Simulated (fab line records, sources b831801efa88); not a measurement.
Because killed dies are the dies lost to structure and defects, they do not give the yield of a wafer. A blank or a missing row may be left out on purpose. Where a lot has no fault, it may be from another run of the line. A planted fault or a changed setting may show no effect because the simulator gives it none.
fab line records	flow sky130
[record] lots = 7	wafers = 21	last_day = 50
route steps=708 shown CONTACT@418 METAL1@434 PAD_OPEN@708
lots that met no fault: taken from a fault-free run of the same line
start_h: the number of hours between the record's first day and the start of the first shown wafer of the lot	wait_h: hours from the lot's prior step to this one	" same as the row above	L1.1+2: a row that stands for several wafers	- no value present, or no start provided	* or withheld: withheld	< > ~ a bound
route shown NAME@n: names a module that has steps shown in the file, with the first one's number in the route	usual: the fault-free wafers' mean and standard deviation	same: alike in all rows	chamber/n: place in a boat	sites: the reading at each site	_std_site: the values' standard deviation	_edge_site: the outer-site mean with the inner-site mean subtracted	radius_mm: how far each site lies from the wafer's centre	mask NAME#n: copy n	behind: the tool/chamber that last shaped the wafer	hold: the reason the lot was held/the length of the hold in hours/how it ended	device: the n, p or np transistor that did not switch	end of line: the tests these same wafers got at the end of their route	step lacking rows: just its recipe	killed: count of dies lost to structure and defects at first sort (not the wafer's yield)	map: a wafer's dies, marking killed ones x, the rest . and places with no die _
set.NAME: the setting that was run; set.NAME@STEP: the one run at that earlier step	model.NAME: the simulator's own value behind a step, which no gauge read
lots at selected steps of the route; one table per step, one row per wafer
services: a tool's chamber out of use, with start hour (start_h, from the record's first day; less than 0 if before it), hours out, and reason
[[steps]]
[step SKY_CONTACT_PEB_12]
[recipe] peb_temp_c = withheld	peb_time_s = withheld	resist = KrF-thick
[step SKY_CONTACT_DEVELOP_13]
[recipe] develop_time_s = 60	resist = KrF-thick	dev_temp_c = 21
[step SKY_CONTACT_CD_MEAS_14]
[recipe] target_cd_nm = 170
[usual] cd_nm = 170.4/1.2
lot.wafer	tool	chamber	start_h	wait_h	cd_nm
L844.1	cd_sem-02	-	753.30	-	170.1
L844.2	"	-	"	"	170.7
L844.3	"	-	"	"	170.2
L851.2	cd_sem-01	-	818.68	-	169.6
L851.3	"	-	"	"	169.6
L851.4	"	-	"	"	169.3
L857.1	cd_sem-02	-	867.61	-	169.5
L857.2	"	-	"	"	168.6
L857.5	"	-	"	"	170.8
L858.1	cd_sem-01	-	874.30	-	172.2
L858.2	"	-	"	"	170.3
L858.5	"	-	"	"	171.2
L859.2	cd_sem-02	-	875.18	-	170.7
L859.3	"	-	"	"	170.7
L859.4	"	-	"	"	170.2
L863.2	cd_sem-01	-	906.17	-	170.9
L863.5	"	-	"	"	171.4
L863.6	"	-	"	"	170.8
L864.2	cd_sem-01	-	908.03	-	171.2
L864.4	"	-	"	"	171.2
L864.6	"	-	"	"	172.1
[step SKY_CONTACT_OVL_MEAS_15]
[usual] CONTACT_OVL = -3/4.3
lot.wafer	tool	chamber	start_h	wait_h	CONTACT_OVL[nm]
L844.1	overlay-02	-	753.42	0.1	3
L844.2	"	-	"	"	-11
L844.3	"	-	"	"	-7
L851.2	overlay-02	-	818.78	0.1	-6
L851.3	"	-	"	"	-3
L851.4	"	-	"	"	-1
L857.1	overlay-02	-	867.73	0.1	-8
L857.2	"	-	"	"	-7
L857.5	"	-	"	"	-5
L858.1	overlay-02	-	874.42	0.1	-5
L858.2	"	-	"	"	-3
L858.5	"	-	"	"	-4
L859.2	overlay-02	-	875.29	0.1	-5
L859.3	"	-	"	"	-3
L859.4	"	-	"	"	5
L863.2	overlay-02	-	906.28	0.1	0
L863.5	"	-	"	"	-1
L863.6	"	-	"	"	-2
L864.2	overlay-01	-	908.17	0.1	-6
L864.4	"	-	"	"	-3
L864.6	"	-	"	"	-3
[step SKY_CONTACT_ETCH_16]
[recipe] chemistry = N2/H2	target = BARC	ion_energy_ev = 200	source_w = 500	bias_w = 100	pressure_mtorr = 30	n2_flow_sccm = 100	h2_flow_sccm = 200	stop_on = SiO2	time_s = 45.9	target_depth_a = 600
[usual] chamber_pressure_mTorr = 30.000/0.028	drypump_motor_current_A = 5.7/0.47	oes_product_au = 0.854/0.0057	throttle_valve_pct = 13.226/0.0099
lot.wafer	tool	chamber	start_h	wait_h	chamber_pressure_mTorr	drypump_motor_current_A	oes_product_au	rf_hours_counter_h	throttle_valve_pct
L844.1	rie_diel-03	0	753.46	0.0	30.016	6.5	0.853	5	13.216
L844.2	"	2	"	"	30.021	5.3	0.851	8	13.213
L844.3	"	3	"	"	29.972	5.8	0.854	14	13.232
L851.2	rie_diel-03	3	818.81	0.0	29.997	5.8	0.853	16	13.235
L851.3	"	2	"	"	30.011	5.3	0.846	10	13.213
L851.4	"	0	"	"	30.017	6.5	0.858	7	13.221
L857.1	rie_diel-04	2	867.76	0.0	30.001	5.5	0.855	12	13.250
L857.2	"	1	"	"	30.022	4.7	0.851	4	13.231
L857.5	"	3	"	"	30.014	5.3	0.859	-	13.215
L858.1	rie_diel-03	1	874.46	0.0	30.023	5.6	0.857	17	13.235
L858.2	"	0	"	"	30.035	6.5	0.858	9	13.220
L858.5	"	2	"	"	29.953	5.3	0.853	-	13.235
L859.2	rie_diel-01	2	875.32	0.0	30.003	6.2	0.860	0	13.218
L859.3	"	0	"	"	29.945	5.3	0.853	10	13.230
L859.4	"	1	"	"	30.020	5.8	0.851	15	13.227
L863.2	rie_diel-03	3	906.31	0.0	29.976	5.8	0.869	19	13.228
L863.5	"	3	"	"	29.993	5.8	0.859	-	13.236
L863.6	"	2	"	"	30.015	5.3	0.862	-	13.204
L864.2	rie_diel-03	3	908.20	0.0	29.982	5.8	0.865	19	13.224
L864.4	"	0	"	"	29.990	6.5	0.856	10	13.234
L864.6	"	0	"	"	30.037	6.5	0.861	-	13.220
[step SKY_CONTACT_ETCH_17]
[recipe] target = SiO2	chemistry = C4F8/O2/Ar	stop_on = Si3N4	mask_material = KrF-thick	source_w = 1500	bias_w = 1200	pressure_mtorr = 40	c4f8_flow_sccm = withheld	O2_flow_sccm = 6	Ar_flow_sccm = 300	time_s = withheld	target_depth_a = 3400
[usual] chamber_pressure_mTorr = 40.00/0.039	oes_product_au = 0.892/0.0046
lot.wafer	tool	chamber	start_h	wait_h	chamber_pressure_mTorr	oes_product_au
L844.1	rie_diel-03	0	753.50	0.0	40.00	0.894
L844.2	"	2	"	"	39.97	0.890
L844.3	"	3	"	"	40.03	0.892
L851.2	rie_diel-03	3	818.85	0.0	39.99	0.893
L851.3	"	2	"	"	40.07	0.896
L851.4	"	0	"	"	40.01	0.899
L857.1	rie_diel-04	2	867.81	0.0	40.00	0.893
L857.2	"	1	"	"	39.97	0.885
L857.5	"	3	"	"	39.97	0.897
L858.1	rie_diel-03	1	874.50	0.0	40.00	0.895
L858.2	"	0	"	"	40.10	0.886
L858.5	"	2	"	"	39.96	0.899
L859.2	rie_diel-01	2	875.36	0.0	39.92	0.886
L859.3	"	0	"	"	40.04	0.893
L859.4	"	1	"	"	39.99	0.901
L863.2	rie_diel-03	3	906.35	0.0	39.98	0.890
L863.5	"	3	"	"	39.98	0.887
L863.6	"	2	"	"	40.03	0.889
L864.2	rie_diel-03	3	908.24	0.0	40.04	0.892
L864.4	"	0	"	"	40.03	0.897
L864.6	"	0	"	"	40.03	0.887
[step SKY_CONTACT_ETCH_18]
[recipe] target = Si3N4	chemistry = CHF3/O2	stop_on = TiN	source_w = 600	bias_w = 200	pressure_mtorr = 40	chf3_flow_sccm = 50	O2_flow_sccm = 5	time_s = 39	target_depth_a = 750
[usual] chamber_pressure_mTorr = 40.00/0.035	drypump_motor_current_A = 5.7/0.47	oes_product_au = 0.856/0.0079	throttle_valve_pct = 8.794/0.0099
lot.wafer	tool	chamber	start_h	wait_h	chamber_pressure_mTorr	drypump_motor_current_A	oes_product_au	rf_hours_counter_h	throttle_valve_pct
L844.1	rie_diel-03	0	-	-	40.00	6.5	0.854	5	8.778
L844.2	"	2	"	"	39.98	5.3	0.860	8	8.798
L844.3	"	3	"	"	39.97	5.8	0.850	14	8.796
L851.2	rie_diel-03	3	-	-	40.01	5.8	0.842	16	8.781
L851.3	"	2	"	"	40.02	5.3	0.848	10	8.801
L851.4	"	0	"	"	40.02	6.5	0.860	7	8.792
L857.1	rie_diel-04	2	-	-	39.97	5.5	0.844	12	8.812
L857.2	"	1	"	"	39.98	4.7	0.848	4	8.801
L857.5	"	3	"	"	39.98	5.3	0.849	-	8.795
L858.1	rie_diel-03	1	-	-	40.05	5.6	0.851	17	8.782
L858.2	"	0	"	"	40.06	6.5	0.849	9	8.809
L858.5	"	2	"	"	40.03	5.2	0.859	-	8.795
L859.2	rie_diel-01	2	-	-	39.96	6.1	0.842	1	8.780
L859.3	"	0	"	"	40.01	5.3	0.848	10	8.787
L859.4	"	1	"	"	40.00	5.8	0.866	15	8.795
L863.2	rie_diel-03	3	-	-	39.96	5.7	0.865	19	8.790
L863.5	"	3	"	"	39.98	5.8	0.873	-	8.786
L863.6	"	2	"	"	39.97	5.2	0.867	-	8.790
L864.2	rie_diel-03	3	-	-	40.02	5.8	0.859	19	8.782
L864.4	"	0	"	"	40.04	6.5	0.863	10	8.809
L864.6	"	0	"	"	40.03	6.5	0.856	-	8.797
[step SKY_CONTACT_STRIP_19]
[recipe] chemistry = O2/N2	power_w = 1400	pressure_mtorr = 1500	platen_temp_c = withheld	o2_flow_sccm = 3000	n2_flow_sccm = 300	overash_fraction = 0.5
[usual] chamber_pressure_mTorr = 1500.1/1.4	drypump_motor_current_A = 5.5/0.52	oes_product_au = 0.381/0.0046	strip_time_to_endpoint_s = 3.629/0.028
[same] overash_fraction = 0.5
lot.wafer	tool	chamber	start_h	wait_h	chamber_pressure_mTorr	drypump_motor_current_A	oes_product_au	rf_hours_counter_h	strip_time_to_endpoint_s
L844.1	plasma_asher-03	1	753.59	-	1502.5	5.4	0.379	1	3.559
L844.2	"	0	"	"	1500.8	6.4	0.376	1	3.586
L844.3	"	0	"	"	1499.5	6.5	0.379	-	3.626
L851.2	plasma_asher-03	0	818.94	-	1499.9	6.4	0.380	8	3.608
L851.3	"	0	"	"	1501.4	6.4	0.385	-	3.687
L851.4	"	1	"	"	1499.5	5.4	0.380	-	3.625
L857.1	plasma_asher-02	1	867.90	-	1499.8	5.6	0.383	105	3.628
L857.2	"	0	"	"	1501.6	4.9	0.386	105	3.687
L857.5	"	0	"	"	1498.9	4.9	0.384	-	3.704
L858.1	plasma_asher-02	0	874.59	-	1501.2	4.9	0.375	106	3.575
L858.2	"	1	"	"	1503.0	5.6	0.375	106	3.592
L858.5	"	1	"	"	1500.1	5.6	0.384	-	3.631
L859.2	plasma_asher-01	0	875.45	-	1500.6	5.2	0.378	43	3.617
L859.3	"	1	"	"	1501.6	5.4	0.379	-	3.640
L859.4	"	0	"	"	1499.0	5.2	0.381	-	3.613
L863.2	plasma_asher-02	1	906.44	-	1498.8	5.6	0.389	110	3.653
L863.5	"	1	"	"	1499.5	5.6	0.382	-	3.665
L863.6	"	0	"	"	1499.6	4.9	0.374	-	3.685
L864.2	plasma_asher-02	1	908.37	-	1499.9	5.6	0.380	111	3.622
L864.4	"	0	"	"	1499.1	4.9	0.381	-	3.628
L864.6	"	1	"	"	1499.8	5.6	0.382	-	3.629
[step SKY_CONTACT_STRIP_20]
[recipe] chemistry = post_etch_residue_remover	time_s = 1200	temp_c = 72.5
[step SKY_CONTACT_CLEAN_21]
[recipe] chemistry = IPA	time_s = 180	temp_c = 25
[step SKY_CONTACT_CLEAN_22]
[recipe] chemistry = O3/DIW	dry = n2_spin
[step SKY_CONTACT_SPUTTER_23]
[recipe] material = TiN	target_thk_nm = 20	chamber_pressure_pa = 5	power_w = 4000	time_s = 80
[step SKY_CONTACT_CVD_24]
[recipe] material = W	target_thk_nm = 340	time_s = 102.12	temp_c = 400	pressure_torr = 40
[usual] heater_power_w = 967/86
lot.wafer	tool	chamber	start_h	wait_h	heater_power_w	since_wet_clean_h	model.W_of_CONTACT_CVD_24.thk_nm
L844.1	cvd_w-02	0	754.24	0.0	884	350	338.5
L844.2	"	1	"	"	889	350	336.8
L844.3	"	0	"	"	859	-	336.5
L851.2	cvd_w-01	1	819.60	0.0	939	916	341.8
L851.3	"	0	"	"	1087	-	340.1
L851.4	"	1	"	"	937	-	339
L857.1	cvd_w-01	0	868.56	0.0	1100	965	275.4
L857.2	"	1	"	"	969	965	273.1
L857.5	"	1	"	"	930	-	274
L858.1	cvd_w-01	1	875.25	0.0	970	971	277.9
L858.2	"	0	"	"	1113	971	278.8
L858.5	"	1	"	"	950	-	276
L859.2	cvd_w-01	0	876.11	0.0	1101	972	275.7
L859.3	"	1	"	"	966	-	343.4
L859.4	"	0	"	"	1093	-	347.2
L863.2	cvd_w-02	1	907.09	0.0	912	503	344.7
L863.5	"	1	"	"	900	-	343.9
L863.6	"	0	"	"	885	-	342.2
L864.2	cvd_w-02	1	909.19	0.1	913	505	341.5
L864.4	"	1	"	"	907	-	340.9
L864.6	"	0	"	"	870	-	345.2
[step SKY_CONTACT_RS_MEAS_25]
[recipe] thk_meas_gauge = four-point-probe	reads = W_of_CONTACT_CVD_24+TiN_of_CONTACT_SPUTTER_23
[usual] CONTACT_W_RS = 0.337/0.0032
lot.wafer	tool	chamber	start_h	wait_h	hold	CONTACT_W_RS[ohm/sq]
L844.1	film_metro-01	-	754.35	0.1	-	0.339
L844.2	"	-	"	"	-	0.341
L844.3	"	-	"	"	-	0.341
L851.2	film_metro-04	-	819.73	0.1	-	0.336
L851.3	"	-	"	"	-	0.337
L851.4	"	-	"	"	-	0.339
L857.1	film_metro-01	-	868.67	0.1	await_dispo/0.2h/release	0.419
L857.2	"	-	"	"	await_dispo/0.2h/release	0.421
L857.5	"	-	"	"	await_dispo/0.2h/release	0.420
L857.1	film_metro-01	-	868.95	0.3	-	0.418
L857.2	"	-	"	"	-	0.422
L857.5	"	-	"	"	-	0.421
L858.1	film_metro-04	-	875.36	0.1	await_dispo/0.2h/release	0.415
L858.2	"	-	"	"	await_dispo/0.2h/release	0.412
L858.5	"	-	"	"	await_dispo/0.2h/release	0.418
L858.1	film_metro-04	-	875.65	0.3	-	0.414
L858.2	"	-	"	"	-	0.413
L858.5	"	-	"	"	-	0.417
L859.2	film_metro-04	-	876.24	0.1	await_dispo/0.2h/release	0.418
L859.3	"	-	"	"	await_dispo/0.2h/release	0.334
L859.4	"	-	"	"	await_dispo/0.2h/release	0.330
L859.2	film_metro-04	-	876.53	0.3	-	0.418
L859.3	"	-	"	"	-	0.334
L859.4	"	-	"	"	-	0.330
L863.2	film_metro-04	-	907.22	0.1	-	0.333
L863.5	"	-	"	"	-	0.334
L863.6	"	-	"	"	-	0.335
L864.2	film_metro-02	-	909.32	0.1	-	0.337
L864.4	"	-	"	"	-	0.338
L864.6	"	-	"	"	-	0.333
[step SKY_CONTACT_THK_MEAS_26]
[recipe] thk_meas_gauge = xrf	reads = W_of_CONTACT_CVD_24
[usual] CONTACT_W_THK = 343/3.7
lot.wafer	tool	chamber	start_h	wait_h	hold	CONTACT_W_THK[nm]
L844.1	film_metro-01	-	754.47	0.1	-	342
L844.2	"	-	"	"	-	340
L844.3	"	-	"	"	-	339
L851.2	film_metro-04	-	819.84	0.1	-	342
L851.3	"	-	"	"	-	341
L851.4	"	-	"	"	-	340
L857.1	film_metro-01	-	871.96	3.0	await_dispo/0.2h/release	275
L857.2	"	-	"	"	await_dispo/0.2h/release	275
L857.5	"	-	"	"	await_dispo/0.2h/release	276
L857.1	film_metro-01	-	872.19	0.2	-	279
L857.2	"	-	"	"	-	274
L857.5	"	-	"	"	-	276
L858.1	film_metro-04	-	878.55	2.9	await_dispo/0.2h/release	277
L858.2	"	-	"	"	await_dispo/0.2h/release	278
L858.5	"	-	"	"	await_dispo/0.2h/release	277
L858.1	film_metro-04	-	878.78	0.2	-	278
L858.2	"	-	"	"	-	277
L858.5	"	-	"	"	-	277
L859.2	film_metro-04	-	880.89	4.3	await_dispo/0.2h/release	274
L859.3	"	-	"	"	await_dispo/0.2h/release	343
L859.4	"	-	"	"	await_dispo/0.2h/release	347
L859.2	film_metro-04	-	881.11	0.2	-	276
L859.3	"	-	"	"	-	346
L859.4	"	-	"	"	-	349
L863.2	film_metro-04	-	907.33	0.1	-	345
L863.5	"	-	"	"	-	348
L863.6	"	-	"	"	-	344
L864.2	film_metro-02	-	909.43	0.1	-	347
L864.4	"	-	"	"	-	347
L864.6	"	-	"	"	-	351
[step SKY_CONTACT_CMP_27]
[recipe] stop_on = SiO2	t_overpolish_s = 15	down_force_psi = 3.5	platen_rpm = 60	target_thk_nm = 0	pad_velocity_m_s = 0.94248
[usual] head_pressure_psi = 3.500/0.0078	motor_current_A = 11.1/1.2	time_to_endpoint_s = 83/3.2
lot.wafer	tool	chamber	start_h	wait_h	hold	head_pressure_psi	motor_current_A	time_to_endpoint_s
L844.2	cmp-01	1	754.53	0.0	-	3.508	11.6	83
L844.3	"	2	"	"	-	3.504	9.8	89
L844.1	"	0	"	"	-	3.507	10.0	86
L851.3	cmp-01	3	819.89	0.0	-	3.503	10.5	84
L851.2	"	0	"	"	-	3.501	10.2	87
L851.4	"	1	"	"	-	3.512	12.9	82
L857.2	cmp-02	1	874.86	2.7	await_dispo/2.6h/release	3.501	10.1	68
L857.1	"	2	"	"	await_dispo/2.6h/release	3.491	12.6	70
L857.5	"	1	"	"	await_dispo/2.6h/release	3.495	10.5	66
L858.1	cmp-02	3	880.93	2.1	await_dispo/2.1h/release	3.498	12.1	68
L858.2	"	2	"	"	await_dispo/2.1h/release	3.517	12.7	73
L858.5	"	3	"	"	await_dispo/2.1h/release	3.497	12.1	66
L859.3	cmp-01	0	882.96	1.8	await_dispo/1.6h/release	3.497	10.0	84
L859.2	"	1	"	"	await_dispo/1.6h/release	3.497	13.6	69
L859.4	"	3	"	"	await_dispo/1.6h/release	3.503	11.0	88
L863.2	cmp-01	3	907.48	0.1	-	3.493	10.7	90
L863.6	"	3	"	"	-	3.501	10.9	87
L863.5	"	0	"	"	-	3.512	10.3	88
L864.2	cmp-02	1	909.48	0.0	-	3.511	9.8	82
L864.4	"	3	"	"	-	3.491	12.6	83
L864.6	"	1	"	"	-	3.493	10.0	85
[step SKY_METAL1_SPUTTER_00]
[recipe] material = Ti	target_thk_nm = 15	power_w = 3000	time_s = 10	chamber_pressure_pa = 0.4
[usual] throttle_valve_pct = 29.9/1.4
lot.wafer	tool	chamber	start_h	wait_h	throttle_valve_pct
L844.1	pvd_sputter-04	-	754.83	0.1	28.4
L844.2	"	-	"	"	29.4
L844.3	"	-	"	"	28.4
L851.2	pvd_sputter-02	-	820.19	0.2	28.5
L851.3	"	-	"	"	28.4
L851.4	"	-	"	"	30.4
L857.1	pvd_sputter-04	-	875.16	0.2	32.3
L857.2	"	-	"	"	29.3
L857.5	"	-	"	"	32.4
L858.1	pvd_sputter-02	-	881.23	0.2	28.2
L858.2	"	-	"	"	30.7
L858.5	"	-	"	"	30.6
L859.2	pvd_sputter-02	-	883.26	0.2	28.8
L859.3	"	-	"	"	29.2
L859.4	"	-	"	"	30.5
L863.2	pvd_sputter-04	-	907.78	0.2	29.4
L863.5	"	-	"	"	29.3
L863.6	"	-	"	"	28.7
L864.2	pvd_sputter-02	-	909.78	0.2	28.8
L864.4	"	-	"	"	28.9
L864.6	"	-	"	"	28.6
[step SKY_PAD_OPEN_PROBE_99]
[usual] killed_at_M0_to_M3 = 42/7.1	killed_at_M4_up = 3.3/1.9	killed_at_contacts = 24/5	killed_at_front_end = 15/4.7	killed_at_other = 0.3/0.61	killed_dies = 86/9.6	killed_open = 47/7.5	killed_short = 38/6.6
[same] gross_dies = 492	killed_at_back_side = 0
lot.wafer	tool	chamber	start_h	wait_h	killed_at_M0_to_M3	killed_at_M4_up	killed_at_contacts	killed_at_front_end	killed_at_other	killed_dies	killed_open	killed_short
L844.1	prober-01	-	1088.83	0.1	45	4	21	18	0	88	49	38
L844.2	prober-01	-	1088.88	0.1	38	1	32	22	0	93	50	43
L844.3	prober-01	-	1088.93	0.2	41	3	22	18	1	85	56	28
L857.1	prober-01	-	1174.27	0.1	35	5	18	14	0	72	30	41
L857.2	prober-01	-	1174.32	0.1	44	3	21	24	0	92	49	42
L857.5	prober-01	-	1174.47	0.2	26	2	26	17	0	71	38	33
L858.1	prober-01	-	1177.27	0.1	33	3	21	13	0	70	48	22
L858.2	prober-01	-	1177.32	0.1	41	3	20	13	2	79	44	33
L858.5	prober-01	-	1177.47	0.2	40	2	22	13	0	77	40	37
L859.2	prober-02	-	1179.30	0.1	43	3	21	23	0	90	51	39
L859.3	prober-02	-	1179.35	0.2	60	3	27	14	0	104	69	35
L859.4	prober-02	-	1179.40	0.2	39	0	35	24	1	99	55	44
L864.2	prober-01	-	1200.80	0.1	47	2	17	23	1	90	53	36
L864.4	prober-01	-	1200.90	0.2	51	3	20	13	0	87	43	44
L864.6	prober-01	-	1201.00	0.2	44	0	27	18	0	89	57	32
// killed by level:class
L844.1 CONTACT:geometric_particle:open=11 VIA3:geometric_particle:open=9 VIA1:geometric_particle:open=8 METAL2:geometric_particle:short=7 FIELD_ISO:geometric_particle:open=5 POLY_GATE:geometric_particle:open=4 CONTACT:geometric_particle:short=4 VIA2:geometric_particle:short=4
L844.2 CONTACT:geometric_particle:open=10 LI_CONTACT:geometric_particle:open=8 VIA1:geometric_particle:open=8 POLY_GATE:geometric_particle:short=7 VIA3:geometric_particle:open=7 FIELD_ISO:geometric_particle:open=6 LOCAL_INTERCONNECT:geometric_particle:short=6 VIA1:geometric_particle:short=5
L844.3 CONTACT:geometric_particle:open=12 VIA3:geometric_particle:open=11 VIA1:geometric_particle:open=8 VIA2:geometric_particle:open=6 METAL2:geometric_particle:short=6 POLY_GATE:geometric_particle:open=5 LI_CONTACT:geometric_particle:open=4 POLY_GATE:geometric_particle:short=3
L857.1 FIELD_ISO:geometric_particle:short=7 VIA1:geometric_particle:open=7 CONTACT:geometric_particle:open=7 LOCAL_INTERCONNECT:geometric_particle:short=5 VIA2:geometric_particle:open=5 VIA1:geometric_particle:short=4 METAL2:geometric_particle:short=4 METAL1:geometric_particle:short=3
L857.2 CONTACT:geometric_particle:open=9 VIA2:geometric_particle:open=8 FIELD_ISO:geometric_particle:open=7 FIELD_ISO:geometric_particle:short=7 VIA2:geometric_particle:short=7 VIA1:geometric_particle:open=7 METAL1:geometric_particle:short=6 LI_CONTACT:geometric_particle:open=5
L857.5 CONTACT:geometric_particle:open=10 LOCAL_INTERCONNECT:geometric_particle:short=6 LI_CONTACT:geometric_particle:open=5 METAL1:geometric_particle:short=5 FIELD_ISO:geometric_particle:short=4 FIELD_ISO:geometric_particle:open=4 VIA2:geometric_particle:open=4 POLY_GATE:geometric_particle:open=3
L858.1 CONTACT:geometric_particle:open=8 LI_CONTACT:geometric_particle:open=7 VIA1:geometric_particle:open=7 VIA3:geometric_particle:open=7 METAL3:geometric_particle:short=5 SPACER:geometric_particle:open=4 VIA2:geometric_particle:open=4 METAL1:geometric_particle:short=3
L858.2 VIA1:geometric_particle:open=9 VIA2:geometric_particle:open=9 FIELD_ISO:geometric_particle:open=6 LI_CONTACT:geometric_particle:open=6 CONTACT:geometric_particle:open=5 VIA1:geometric_particle:short=5 METAL2:geometric_particle:short=5 VIA3:geometric_particle:open=4
L858.5 LI_CONTACT:geometric_particle:open=8 VIA2:geometric_particle:open=6 VIA1:geometric_particle:open=6 VIA1:geometric_particle:short=6 CONTACT:geometric_particle:short=5 CONTACT:geometric_particle:open=5 POLY_GATE:geometric_particle:open=4 METAL1:geometric_particle:short=4
L859.2 VIA1:geometric_particle:open=10 VIA3:geometric_particle:open=10 CONTACT:geometric_particle:open=8 FIELD_ISO:geometric_particle:open=7 POLY_GATE:geometric_particle:open=5 POLY_GATE:geometric_particle:short=5 METAL2:geometric_particle:short=5 VIA1:geometric_particle:short=5
L859.3 VIA1:geometric_particle:open=16 CONTACT:geometric_particle:open=11 LI_CONTACT:geometric_particle:open=9 VIA3:geometric_particle:open=9 VIA2:geometric_particle:open=7 METAL2:geometric_particle:short=6 FIELD_ISO:geometric_particle:open=4 LI_CONTACT:geometric_particle:short=4
L859.4 LI_CONTACT:geometric_particle:open=11 CONTACT:geometric_particle:open=9 METAL2:geometric_particle:short=9 VIA1:geometric_particle:open=7 CONTACT:geometric_particle:short=6 POLY_GATE:geometric_particle:open=5 LI_CONTACT:geometric_particle:short=5 METAL1:geometric_particle:short=5
L864.2 VIA1:geometric_particle:open=18 CONTACT:geometric_particle:open=9 VIA3:geometric_particle:open=8 POLY_GATE:geometric_particle:short=7 FIELD_ISO:geometric_particle:short=6 FIELD_ISO:geometric_particle:open=5 POLY_GATE:geometric_particle:open=4 CONTACT:geometric_particle:short=4
L864.4 METAL1:geometric_particle:short=10 CONTACT:geometric_particle:open=8 VIA1:geometric_particle:open=8 METAL2:geometric_particle:short=6 VIA3:geometric_particle:open=6 POLY_GATE:geometric_particle:open=5 LI_CONTACT:geometric_particle:open=5 VIA1:geometric_particle:short=5
L864.6 VIA1:geometric_particle:open=12 CONTACT:geometric_particle:open=11 VIA3:geometric_particle:open=8 LI_CONTACT:geometric_particle:open=7 POLY_GATE:geometric_particle:open=6 VIA2:geometric_particle:open=5 CONTACT:geometric_particle:short=5 METAL2:geometric_particle:short=5
[[services]]
tool	chamber	start_h	hours	kind
cvd_w-02	-	730.74	2.8	pm
cvd_w-02	1	735.16	4.1	repair
cvd_w-02	-	738.03	6.0	pm
rie_diel-04	3	742.60	4.6	repair
cmp-01	-	744.11	4.0	pm
cmp-01	-	748.11	4.8	pm
cmp-02	-	754.37	5.1	repair
cvd_w-02	0	755.47	18.5	repair
rie_diel-03	-	756.24	4.3	pm
rie_diel-03	1	771.71	8.4	repair
cvd_w-01	-	773.64	2.8	pm
pvd_sputter-02	-	779.68	0.9	repair
cmp-02	-	780.18	1.8	repair
rie_diel-01	1	783.15	8.6	repair
rie_diel-03	-	793.74	2.8	pm
pvd_sputter-02	-	802.63	1.2	repair
rie_diel-03	2	803.69	2.5	repair
rie_diel-03	2	859.13	13.1	repair
pvd_sputter-02	-	862.50	4.1	repair
cmp-01	-	864.45	6.7	pm
rie_diel-03	0	866.71	5.2	repair
rie_diel-03	1	886.23	1.4	repair
cvd_w-01	-	904.00	14.0	pm
cmp-01	-	905.01	0.5	repair
[[key]]
[first_sign] step = SKY_CONTACT_RS_MEAS_25	reading = visit	direction = added
[effect] step = SKY_CONTACT_RS_MEAS_25	reading = CONTACT_W_RS	direction = up	sigmas = 25	usual = 0.337	struck = 0.418
[effect] step = SKY_CONTACT_THK_MEAS_26	reading = visit	direction = added
[effect] step = SKY_CONTACT_THK_MEAS_26	reading = CONTACT_W_THK	direction = down	sigmas = 18	usual = 343	struck = 276
[effect] step = SKY_CONTACT_CMP_27	reading = time_to_endpoint_s	direction = down	sigmas = 4.4	usual = *	struck = *
[model_effect] step = SKY_CONTACT_CVD_24	value = W_of_CONTACT_CVD_24.thk_nm	without = 341.5	struck = 275.8
met_at SKY_CONTACT_CVD_24
struck_wafers L857.1,L857.2,L857.5,L858.1,L858.2,L858.5,L859.2
tester_left_out L857,L858,L859
onset_between 819.60 868.56
[fault] kind = process_parameter_drift	tool = cvd_w-01	chamber = -	onset_h = 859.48	steps = SKY_CONTACT_CVD_24	channel = target_thk_nm	offset = -65.847	shape = step	end_h = 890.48	scope = struck_wafers_only	acts_in = these_recipes_only	stated = 340
// tester_left_out: of these lots the tester's yield and bins aren't shown, on N5 and GAA mostly nor the transistor test; their killed dies are dies lost to structure and defects alone, not to doping, threshold or leakage, so they don't give the yield
